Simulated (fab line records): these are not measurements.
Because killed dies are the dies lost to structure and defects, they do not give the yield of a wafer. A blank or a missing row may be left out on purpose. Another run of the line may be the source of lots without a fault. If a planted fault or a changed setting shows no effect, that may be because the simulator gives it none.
Matching of chambers    flow gf180mcu    GF_V2_CMP_26 on cmp-02: 4 sister chambers
The step polishes, stops on SiO2, t overpolish 15 s, target thk 0 nm. 8 wafers are shown with their chamber, then 7 later ones without.

WAFERS PAIRED WITH THEIR CHAMBERS
wafer   chamber  motor-current-A (A)  time-to-endpoint-s (s)
L448.3  0        11.5                 93.7
L455.5  3        9.2                  82.4
L455.6  2        11.1                 82.7
L459.2  2        11.5                 88.8
L459.3  1        11.7                 84.1
L459.6  3        9.5                  83.6
L460.1  1        11.6                 88.9
L460.3  0        11.6                 83.8

WAFERS WITHOUT THEIR CHAMBER
wafer   motor-current-A (A)  time-to-endpoint-s (s)
L460.6  12.5                 84.1
L461.1  11.5                 84.6
L461.4  12.2                 82.6
L461.5  12.1                 84.1
L465.2  9.5                  80.8
L465.4  12.3                 84.3
L465.6  11.2                 88.5

THE CHAMBER EACH PASSED THROUGH
wafer   from the rows above           in truth
L460.6  can't be placed: 1 or 0 or 2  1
L461.1  can't be placed: 1 or 0 or 2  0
L461.4  can't be placed: 1 or 0 or 2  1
L461.5  can't be placed: 1 or 0 or 2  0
L465.2  3                             3
L465.4  can't be placed: 1 or 0 or 2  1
L465.6  can't be placed: 2 or 0 or 1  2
Correctly placed: 1 of 7. Cannot be placed on the basis of these rows: 6; the candidates contain the true chamber in 6. 0 placed wrongly.
How it was worked out, from the rows above alone: a wafer's distance from a chamber is the root of the sum, over the readings, of the square of ((its reading less the chamber's mean) divided by the reading's scatter). The wafer belongs to the nearest chamber; if the next one is less than 2 further off, it can't be placed. A chamber's mean is the mean of its shown wafers. How the scatter is found: for the shown wafers, subtract from each reading the mean of its chamber, square and add these, divide the total by (wafers less chambers), then take the root.
